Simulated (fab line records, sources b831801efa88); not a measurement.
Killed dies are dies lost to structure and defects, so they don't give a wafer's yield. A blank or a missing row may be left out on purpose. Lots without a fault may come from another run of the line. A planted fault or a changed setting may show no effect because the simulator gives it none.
fab line records | flow sky130 | part 1 of 2: steps 1 to 30 of 42
record lots=5 wafers=15 last_day=49
route steps=708 shown FIELD_ISO@13 NWELL@32 DNWELL@35 PWDE@45
lots that met no fault: from a run of the same line without faults
start_h: hours from the record's first day to the start of the lot's first wafer shown | wait_h: hours since the lot's step before | " the same as in the row above | L1.1+2: a row that stands for several wafers | - no value, or no start given | * or withheld: withheld | < > ~ a bound
route shown NAME@n: a module of which the file shows steps, and the number in the route of the first | usual: mean/standard deviation of fault-free wafers | same: alike in all rows | chamber/n: place in a boat | sites: the reading at each site | _std_site: their standard deviation | _edge_site: outer sites' mean less inner sites' | radius_mm: how far each site lies from the wafer's centre | mask NAME#n: copy n | behind: the tool/chamber that last shaped the wafer | hold: why the lot was held/for how many hours/how that ended | device: the transistor (n, p or np) that didn't switch | end of line: the same wafers' tests at the end of the route | a step without rows: its recipe alone | killed: dies lost to structure and defects at the first sort, not the wafer's yield | map: a wafer's dies, x killed, . not, _ none there
set.NAME: the setting as run; set.NAME@STEP: as run at that earlier step | model.NAME: the simulator's own value behind a step, which no gauge read
lots at some steps of the route; a table a step, a row a wafer
services: from which hour (start_h, from the record's first day; less than 0 if before it) a tool's chamber was out of use, for how many hours, and why
## steps
# step SKY_FIELD_ISO_DEVELOP_12
# recipe develop_time_s=60 resist=KrF-thick dev_temp_c=21
# same develop_time_s=60
# columns lot.wafer tool chamber start_h wait_h
L077.1+4+5 litho_track-04 0 - -
L080.1+3+4 litho_track-02 0 - -
L085.4+5+6 litho_track-04 0 - -
L086.2+3+5 litho_track-04 0 - -
L090.3+4+5 litho_track-01 0 - -
# step SKY_FIELD_ISO_CD_MEAS_13
# recipe target_cd_nm=150
# usual cd_nm=150.2/1.4
# columns lot.wafer tool chamber start_h wait_h cd_nm
L077.1 cd_sem-02 - 44.02 - 148.2
L077.4 " - " " 148.2
L077.5 " - " " 147.2
L080.1 cd_sem-02 - 61.58 - 151.8
L080.3 " - " " 149.7
L080.4 " - " " 151.1
L085.4 cd_sem-02 - 89.13 - 151.2
L085.5 " - " " 150.9
L085.6 " - " " 152.4
L086.2 cd_sem-01 - 90.39 - 152.6
L086.3 " - " " 152.8
L086.5 " - " " 152.5
L090.3 cd_sem-01 - 114.53 - 149.6
L090.4 " - " " 148.8
L090.5 " - " " 150.3
# step SKY_FIELD_ISO_ETCH_14
# recipe chemistry=N2/H2 target=BARC ion_energy_ev=200 source_w=500 bias_w=100 pressure_mtorr=30 n2_flow_sccm=100 h2_flow_sccm=200 stop_on=SiO2 time_s=45.9 target_depth_a=600
# usual drypump_motor_current_A=5.7/0.42 oes_product_au=0.854/0.0045 throttle_valve_pct=13.224/0.009
# columns lot.wafer tool chamber start_h wait_h drypump_motor_current_A oes_product_au rf_hours_counter_h throttle_valve_pct
L077.1 rie_diel-02 0 44.14 0.1 5.8 0.857 49 13.236
L077.4 " 1 " " 6.3 0.862 123 13.227
L077.5 " 2 " " 6.0 0.848 - 13.224
L080.1 rie_diel-02 0 61.70 0.1 5.9 0.864 49 13.212
L080.3 " 1 " " 6.3 0.850 124 13.244
L080.4 " 2 " " 6.0 0.854 82 13.228
L085.4 rie_diel-04 2 89.19 0.0 5.6 0.847 75 13.221
L085.5 " 1 " " 5.5 0.850 - 13.219
L085.6 " 0 " " 5.6 0.850 - 13.219
L086.2 rie_diel-02 2 90.49 0.1 6.0 0.854 82 13.215
L086.3 " 3 " " 6.0 0.851 51 13.225
L086.5 " 3 " " 6.0 0.858 - 13.222
L090.3 rie_diel-03 1 114.61 0.1 5.8 0.857 1 13.231
L090.4 " 0 " " 5.7 0.853 6 13.223
L090.5 " 3 " " 5.1 0.864 - 13.220
# step SKY_FIELD_ISO_ETCH_15
# recipe chemistry=CHF3/O2 target_depth_nm=180 stop_on=Si source_w=600 bias_w=200 pressure_mtorr=40 chf3_flow_sccm=50 O2_flow_sccm=5 time_s=72
# usual O2_flow_sccm=5.001/0.015 drypump_motor_current_A=5.7/0.41 oes_product_au=0.945/0.0064 throttle_valve_pct=8.844/0.0097
# columns lot.wafer tool chamber start_h wait_h O2_flow_sccm drypump_motor_current_A oes_product_au rf_hours_counter_h throttle_valve_pct
L077.1 rie_diel-02 0 44.18 0.0 4.981 5.8 0.934 49 8.833
L077.4 " 1 " " 5.016 6.3 0.948 123 8.832
L077.5 " 2 " " 5.002 6.0 0.932 - 8.850
L080.1 rie_diel-02 0 61.74 0.0 5.015 5.8 0.954 49 8.848
L080.3 " 1 " " 5.003 6.3 0.950 124 8.850
L080.4 " 2 " " 5.009 6.0 0.956 82 8.848
L085.4 rie_diel-04 2 89.23 0.0 4.982 5.6 0.941 75 8.829
L085.5 " 1 " " 4.990 5.5 0.945 - 8.847
L085.6 " 0 " " 4.995 5.6 0.927 - 8.849
L086.2 rie_diel-02 2 90.53 0.0 4.996 6.0 0.947 82 8.851
L086.3 " 3 " " 4.997 6.0 0.953 51 8.856
L086.5 " 3 " " 5.019 6.0 0.942 - 8.849
L090.3 rie_diel-03 1 114.65 0.0 4.995 5.8 0.938 1 8.841
L090.4 " 0 " " 5.002 5.7 0.943 6 8.854
L090.5 " 3 " " 5.007 5.1 0.937 - 8.859
# step SKY_FIELD_ISO_STRIP_16
# recipe chemistry=O2/N2 power_w=1400 pressure_mtorr=1500 platen_temp_c=withheld o2_flow_sccm=3000 n2_flow_sccm=300 overash_fraction=0.5
# usual drypump_motor_current_A=5.3/0.38 oes_product_au=0.377/0.0055 strip_time_to_endpoint_s=3.53/0.031
# columns lot.wafer tool chamber start_h wait_h drypump_motor_current_A oes_product_au rf_hours_counter_h strip_time_to_endpoint_s
L077.1 plasma_asher-03 1 44.24 0.0 5.3 0.386 36 3.51
L077.4 " 1 " " 5.2 0.377 - 3.57
L077.5 " 1 " " 5.3 0.376 - 3.53
L080.1 plasma_asher-03 1 61.80 0.0 5.2 0.369 37 3.52
L080.3 " 1 " " 5.3 0.383 - 3.54
L080.4 " 0 " " 5.2 0.383 - 3.54
L085.4 plasma_asher-03 1 89.32 0.1 5.2 0.370 - 3.55
L085.5 " 1 " " 5.3 0.376 - 3.50
L085.6 " 0 " " 5.2 0.376 - 3.50
L086.2 plasma_asher-03 0 90.59 0.0 5.2 0.361 40 3.53
L086.3 " 1 " " 5.2 0.368 - 3.52
L086.5 " 0 " " 5.2 0.383 - 3.51
L090.3 plasma_asher-03 1 114.74 0.1 5.3 0.376 - 3.59
L090.4 " 0 " " 5.2 0.385 - 3.57
L090.5 " 1 " " 5.2 0.376 - 3.57
# step SKY_FIELD_ISO_ETCH_17
# recipe target_depth_a=3420 mask_material=Si3N4 chemistry=HBr/Cl2/O2 target=Si taper_deg=5 icp_w=600 bias_w=150 pressure_mtorr=15 HBr_flow_sccm=150 Cl2_flow_sccm=40 O2_flow_sccm=6 time_s=97.7
# usual O2_flow_sccm=5.999/0.017 drypump_motor_current_A=5.82/0.21 he_backside_leak_sccm=2.86/0.24 oes_product_au=0.999/0.0084 throttle_valve_pct=25.656/0.0096
# columns lot.wafer tool chamber start_h wait_h O2_flow_sccm drypump_motor_current_A he_backside_leak_sccm oes_product_au rf_hours_counter_h throttle_valve_pct
L077.1 rie_si-02 0 44.34 0.1 5.961 5.98 2.66 0.999 42 25.652
L077.4 " 2 " " 5.994 5.41 2.82 1.004 0 25.669
L077.5 " 0 " " 5.994 6.00 2.65 0.996 - 25.648
L080.1 rie_si-01 1 61.90 0.1 6.001 6.07 2.93 0.989 123 25.663
L080.3 " 3 " " 5.976 5.86 2.77 0.989 42 25.668
L080.4 " 2 " " 6.007 5.74 2.62 1.005 46 25.661
L085.4 rie_si-01 0 89.39 0.0 5.995 5.96 3.07 1.014 137 25.661
L085.5 " 1 " " 6.031 6.10 3.05 0.988 - 25.672
L085.6 " 0 " " 5.984 5.96 2.97 1.008 - 25.654
L086.2 rie_si-02 1 90.69 0.1 5.980 5.64 2.59 1.004 57 25.656
L086.3 " 0 " " 6.005 6.00 2.89 1.019 42 25.648
L086.5 " 3 " " 6.002 5.90 3.09 1.005 - 25.638
L090.3 rie_si-01 2 114.81 0.0 6.018 5.73 2.87 1.005 46 25.680
L090.4 " 0 " " 6.015 5.94 2.81 1.001 137 25.654
L090.5 " 2 " " 6.008 5.74 2.90 0.993 - 25.644
# step SKY_FIELD_ISO_WET_ETCH_18
# recipe chemistry=H3PO4 target_depth_nm=25 temp_c=160 target=Si3N4 time_s=286
# columns lot.wafer tool chamber start_h wait_h
L077.1+4+5 wet_bench-04 2 44.41 0.0
L080.1+3+4 wet_bench-02 1 61.97 0.0
L085.4+5+6 wet_bench-02 3 89.46 0.0
L086.2+3+5 wet_bench-04 3 90.76 0.0
L090.3+4+5 wet_bench-01 2 114.88 0.0
# step SKY_FIELD_ISO_CLEAN_19
# recipe chemistry=SC1/SC2 mix=1:4:20 temp_c=70 time_s=150
# columns lot.wafer tool chamber start_h wait_h
L077.1+4+5 wet_bench-01 0 44.49 0.0
L080.1+3+4 wet_bench-04 0 62.07 0.0
L085.4+5+6 wet_bench-02 3 89.54 0.0
L086.2+3+5 wet_bench-01 3 90.84 0.0
L090.3+4+5 wet_bench-02 2 114.97 0.0
# step SKY_FIELD_ISO_CLEAN_20
# recipe chemistry=dHF time_s=20 dilution=100:1
# columns lot.wafer tool chamber start_h wait_h
L077.1+4+5 wet_bench-02 0 44.54 0.0
L080.1+3+4 wet_bench-01 3 62.12 0.0
L085.4+5+6 wet_bench-02 1 89.59 0.0
L086.2+3+5 wet_bench-02 1 90.89 0.0
L090.3+4+5 wet_bench-01 3 115.02 0.0
# step SKY_FIELD_ISO_WET_ETCH_21
# recipe chemistry=dHF dilution=100:1 target_depth_nm=20 dry=ipa_marangoni target=SiO2 temp_c=25 time_s=400
# columns lot.wafer tool chamber start_h wait_h
L077.1+4+5 wet_bench-04 2 44.56 0.0
L080.1+3+4 wet_bench-02 1 62.13 0.0
L085.4+5+6 wet_bench-04 1 89.65 0.0
L086.2+3+5 wet_bench-04 2 90.91 0.0
L090.3+4+5 wet_bench-02 1 115.03 0.0
# step SKY_FIELD_ISO_OXIDATION_22
# recipe temp_c=950 ambient=O2 stabilise_s=600 purge_s=300 target_thk_a=100 ox_time_s=623
# columns lot.wafer tool chamber start_h wait_h
L077.1+4+5 furnace-01 0 45.00 0.3
L080.1+3+4 furnace-01 0 63.33 1.1
L085.4+5+6 furnace-02 0 93.24 3.5
L086.2+3+5 furnace-02 0 93.24 2.2
L090.3+4+5 furnace-01 0 115.15 0.0
# step SKY_FIELD_ISO_THK_MEAS_23
# recipe reads=SiO2_of_FIELD_ISO_OXIDATION_22
# usual FIELD_ISO_OXIDATION_01_THK=9.96/0.19
# columns lot.wafer tool chamber start_h wait_h FIELD_ISO_OXIDATION_01_THK[nm]
L077.1 film_metro-03 - 46.18 0.0 10.09
L077.4 " - " " 10.02
L077.5 " - " " 10.03
L080.1 film_metro-03 - 64.51 0.0 9.44
L080.3 " - " " 9.36
L080.4 " - " " 9.38
L086.2 film_metro-01 - 94.42 0.0 9.78
L086.3 " - " " 9.83
L086.5 " - " " 9.83
L085.4 film_metro-03 - 94.44 0.0 10.15
L085.5 " - " " 10.08
L085.6 " - " " 10.13
L090.3 film_metro-04 - 116.35 0.0 10.07
L090.4 " - " " 10.06
L090.5 " - " " 10.08
# step SKY_FIELD_ISO_CVD_24
# recipe material=SiO2 target_thk_nm=595 temp_c=650 sigma_open_frac=0.3 time_s=99.2 sih4_flow_sccm=60 pressure_mtorr=6
# usual pressure_mtorr=6.000/0.011
# columns lot.wafer tool chamber start_h wait_h pressure_mtorr
L077.1 hdpcvd-02 2 46.24 0.1 6.000
L077.4 " 0 " " 6.001
L077.5 " 2 " " 6.000
L080.1 hdpcvd-01 2 64.57 0.1 6.022
L080.3 " 0 " " 6.003
L080.4 " 2 " " 6.026
L086.2 hdpcvd-02 0 94.47 0.0 6.023
L086.3 " 2 " " 6.002
L086.5 " 2 " " 5.984
L085.4 hdpcvd-01 0 94.51 0.1 6.002
L085.5 " 1 " " 6.004
L085.6 " 2 " " 6.012
L090.3 hdpcvd-01 0 116.39 0.0 5.994
L090.4 " 2 " " 5.986
L090.5 " 0 " " 5.989
# step SKY_FIELD_ISO_THK_MEAS_25
# recipe reads=SiO2_of_FIELD_ISO_CVD_24
# usual FIELD_ISO_CVD_24_THK=596/6.2
# columns lot.wafer tool chamber start_h wait_h FIELD_ISO_CVD_24_THK[nm]
L077.1 film_metro-03 - 46.31 0.0 587
L077.4 " - " " 599
L077.5 " - " " 595
L080.1 film_metro-03 - 64.64 0.0 606
L080.3 " - " " 594
L080.4 " - " " 602
L086.2 film_metro-01 - 94.55 0.0 593
L086.3 " - " " 590
L086.5 " - " " 591
L085.4 film_metro-04 - 94.57 0.0 584
L085.5 " - " " 594
L085.6 " - " " 596
L090.3 film_metro-01 - 116.48 0.1 590
L090.4 " - " " 603
L090.5 " - " " 591
# step SKY_FIELD_ISO_ANNEAL_26
# recipe temp_c=1000 time_s=1800 ambient=N2
# columns lot.wafer tool chamber start_h wait_h
L077.1+4+5 furnace-01 0 47.59 1.3
L080.1+3+4 furnace-02 0 65.97 1.3
L085.4+5+6 furnace-01 0 97.80 3.2
L086.2+3+5 furnace-01 0 97.80 3.2
L090.3+4+5 furnace-02 0 116.63 0.1
# step SKY_FIELD_ISO_CMP_27
# recipe stop_on=Si3N4 t_overpolish_s=16 down_force_psi=4 platen_rpm=60 target_thk_nm=457.8 pad_velocity_m_s=0.94248
# usual motor_current_A=12.5/1.3 overpolish_run_s=16.001/0.0086 slurry_filter_dp_kPa=13.51/0.12 time_to_endpoint_s=112/4.2
# columns lot.wafer tool chamber start_h wait_h motor_current_A overpolish_run_s slurry_filter_dp_kPa time_to_endpoint_s
L077.1 cmp-01 0 49.09 0.0 12.6 16.002 13.66 109
L077.4 " 2 " " 14.2 16.001 13.50 111
L077.5 " 1 " " 12.1 15.996 13.49 107
L080.3 cmp-01 1 67.52 0.1 12.6 16.003 13.44 106
L080.1 " 2 " " 13.7 16.000 13.50 119
L080.4 " 3 " " 11.0 16.008 13.28 117
L085.4 cmp-01 0 99.30 0.0 12.8 15.990 13.53 116
L085.6 " 0 " " 12.6 16.011 13.48 116
L085.5 " 1 " " 13.0 15.994 13.56 111
L086.3 cmp-02 2 99.41 0.1 11.7 16.010 13.45 112
L086.2 " 3 " " 11.6 16.001 13.29 111
L086.5 " 1 " " 15.6 16.005 13.67 107
L090.3 cmp-02 2 118.13 0.0 10.6 15.998 13.51 101
L090.4 " 1 " " 15.0 16.004 13.30 106
L090.5 " 3 " " 11.6 16.003 13.55 106
# step SKY_FIELD_ISO_WET_ETCH_28
# recipe chemistry=dHF target_depth_nm=23.7 target=SiO2 dilution=10:1 temp_c=25 time_s=47
# columns lot.wafer tool chamber start_h wait_h
L077.1+4+5 wet_bench-01 0 49.39 0.2
L080.1+3+4 wet_bench-02 2 67.77 0.1
L085.4+5+6 wet_bench-01 0 99.60 0.2
L086.2+3+5 wet_bench-02 2 99.66 0.1
L090.3+4+5 wet_bench-01 0 118.43 0.2
# step SKY_FIELD_ISO_WET_ETCH_29
# recipe chemistry=H3PO4 target_depth_nm=160 target=Si3N4 temp_c=160 time_s=1825
# columns lot.wafer tool chamber start_h wait_h
L077.1+4+5 wet_bench-04 2 49.41 0.0
L080.1+3+4 wet_bench-04 0 67.79 0.0
L085.4+5+6 wet_bench-04 3 99.62 0.0
L086.2+3+5 wet_bench-01 3 99.68 0.0
L090.3+4+5 wet_bench-04 3 118.46 0.0
# step SKY_FIELD_ISO_WET_ETCH_30
# recipe chemistry=dHF target_depth_nm=25 target=SiO2 dilution=10:1 temp_c=25 time_s=50
# columns lot.wafer tool chamber start_h wait_h
L077.1+4+5 wet_bench-01 3 49.92 0.0
L080.1+3+4 wet_bench-02 1 68.30 0.0
L085.4+5+6 wet_bench-04 3 100.14 0.0
L086.2+3+5 wet_bench-02 1 100.20 0.0
L090.3+4+5 wet_bench-01 0 118.97 0.0
# step SKY_NWELL_CLEAN_00
# recipe chemistry=SC1/SC2 mix=1:4:20 temp_c=70 time_s=150 dry=n2_spin
# columns lot.wafer tool chamber start_h wait_h
L077.1+4+5 wet_bench-02 0 49.94 0.0
L080.1+3+4 wet_bench-01 3 68.33 0.0
L085.4+5+6 wet_bench-04 1 100.16 0.0
L086.2+3+5 wet_bench-01 1 100.22 0.0
L090.3+4+5 wet_bench-02 3 118.99 0.0
# step SKY_NWELL_OXIDATION_01
# recipe temp_c=900 ambient=O2 stabilise_s=600 purge_s=300 target_thk_a=100 ox_time_s=1418
# columns lot.wafer tool chamber start_h wait_h
L077.1+4+5 furnace-01 0 50.26 0.3
L080.1+3+4 furnace-01 0 68.96 0.6
L085.4+5+6 furnace-01 0 102.06 1.9
L086.2+3+5 furnace-01 0 102.06 1.8
L090.3+4+5 furnace-02 0 119.04 0.0
# step SKY_NWELL_THK_MEAS_02
# recipe reads=SiO2_of_NWELL_OXIDATION_01
# usual NWELL_OXIDATION_THK=10.02/0.18
# columns lot.wafer tool chamber start_h wait_h NWELL_OXIDATION_THK[nm]
L077.1 film_metro-04 - 51.65 0.0 9.98
L077.4 " - " " 9.71
L077.5 " - " " 9.76
L080.1 film_metro-02 - 70.35 0.0 9.67
L080.3 " - " " 9.65
L080.4 " - " " 9.51
L086.2 film_metro-04 - 103.47 0.0 9.77
L086.3 " - " " 9.93
L086.5 " - " " 9.91
L085.4 film_metro-01 - 103.49 0.0 9.95
L085.5 " - " " 9.65
L085.6 " - " " 9.61
L090.3 film_metro-01 - 120.46 0.0 10.04
L090.4 " - " " 10.11
L090.5 " - " " 10.00
# step SKY_DNWELL_DEHYDRATE_00
# recipe temp_c=200 time_s=60
# columns lot.wafer tool chamber start_h wait_h
L077.1+4+5 litho_track-03 0 58.85 7.2
L080.1+3+4 litho_track-03 0 77.00 6.6
L085.4+5+6 litho_track-01 0 110.27 6.8
L086.2+3+5 litho_track-01 0 110.87 7.4
L090.3+4+5 litho_track-04 0 128.97 8.5
# step SKY_DNWELL_HMDS_01
# recipe prime_time_s=60 prime_temp_c=120
# columns lot.wafer tool chamber start_h wait_h
L077.1+4+5 litho_track-03 0 59.00 0.1
L080.1+3+4 litho_track-03 0 77.15 0.1
L085.4+5+6 litho_track-01 0 110.42 0.1
L086.2+3+5 litho_track-01 0 111.02 0.1
L090.3+4+5 litho_track-04 0 129.12 0.1
# step SKY_DNWELL_COAT_02
# recipe spin_rpm=2000 resist_thk_nm=3000
# columns lot.wafer tool chamber start_h wait_h
L077.1+4+5 litho_track-03 0 59.15 0.1
L080.1+3+4 litho_track-03 0 77.30 0.1
L085.4+5+6 litho_track-01 0 110.57 0.1
L086.2+3+5 litho_track-01 0 111.17 0.1
L090.3+4+5 litho_track-04 0 129.27 0.1
# step SKY_DNWELL_SOFTBAKE_03
# recipe temp_c=110 time_s=withheld
# columns lot.wafer tool chamber start_h wait_h
L077.1+4+5 litho_track-03 0 59.30 0.1
L080.1+3+4 litho_track-03 0 77.45 0.1
L085.4+5+6 litho_track-01 0 110.74 0.1
L086.2+3+5 litho_track-01 0 111.33 0.1
L090.3+4+5 litho_track-04 0 129.43 0.1
# step SKY_DNWELL_EXPOSE_04
# recipe mask_id=DNM na=0.57 target_cd_nm=3000 dose_mj=222
# usual exposure_dose_mJ_cm2=222.00/0.22
# columns lot.wafer tool chamber start_h wait_h mask exposure_dose_mJ_cm2
L077.1 iline_stepper-01 0 - - DNM#0 221.93
L077.4 " 0 " " DNM#0 222.06
L077.5 " 0 " " DNM#0 221.87
L080.1 iline_stepper-01 0 - - DNM#0 222.08
L080.3 " 0 " " DNM#0 221.99
L080.4 " 0 " " DNM#0 221.64
L085.4 iline_stepper-01 0 - - DNM#0 222.09
L085.5 " 0 " " DNM#0 221.70
L085.6 " 0 " " DNM#0 222.04
L086.2 iline_stepper-01 0 - - DNM#0 222.40
L086.3 " 0 " " DNM#0 222.00
L086.5 " 0 " " DNM#0 221.99
L090.3 iline_stepper-02 0 - - DNM#0 221.83
L090.4 " 0 " " DNM#0 222.11
L090.5 " 0 " " DNM#0 222.18
# step SKY_DNWELL_PEB_05
# recipe temp_c=115 time_s=withheld
# columns lot.wafer tool chamber start_h wait_h
L077.1+4+5 litho_track-01 0 - -
L080.1+3+4 litho_track-03 0 - -
L085.4+5+6 litho_track-03 0 - -
L086.2+3+5 litho_track-04 0 - -
L090.3+4+5 litho_track-01 0 - -
# step SKY_DNWELL_DEVELOP_06
# recipe wall_angle_deg=90 developer=TMAH develop_time_s=60 dev_temp_c=23
# same develop_time_s=60
# columns lot.wafer tool chamber start_h wait_h
L077.1+4+5 litho_track-01 0 - -
L080.1+3+4 litho_track-03 0 - -
L085.4+5+6 litho_track-03 0 - -
L086.2+3+5 litho_track-04 0 - -
L090.3+4+5 litho_track-01 0 - -
# step SKY_DNWELL_IMPLANT_07
# recipe species=P energy_kev=withheld dose_cm2=withheld tilt_deg=withheld
# usual end_station_pressure_torr=5.01e-06/2.6e-07
# columns lot.wafer tool chamber start_h wait_h end_station_pressure_torr
L077.1 implanter-03 0 67.74 - 4.83e-06
L077.4 " 0 " " 5.12e-06
L077.5 " 0 " " 5.15e-06
L080.1 implanter-03 0 86.60 - 5.59e-06
L080.3 " 0 " " 4.91e-06
L080.4 " 0 " " 4.69e-06
L085.4 implanter-01 0 120.13 - 5.19e-06
L085.5 " 0 " " 4.87e-06
L085.6 " 0 " " 4.99e-06
L086.2 implanter-01 0 120.59 - 5.1e-06
L086.3 " 0 " " 5.5e-06
L086.5 " 0 " " 5.06e-06
L090.3 implanter-01 0 138.89 - 5.32e-06
L090.4 " 0 " " 4.98e-06
L090.5 " 0 " " 4.86e-06
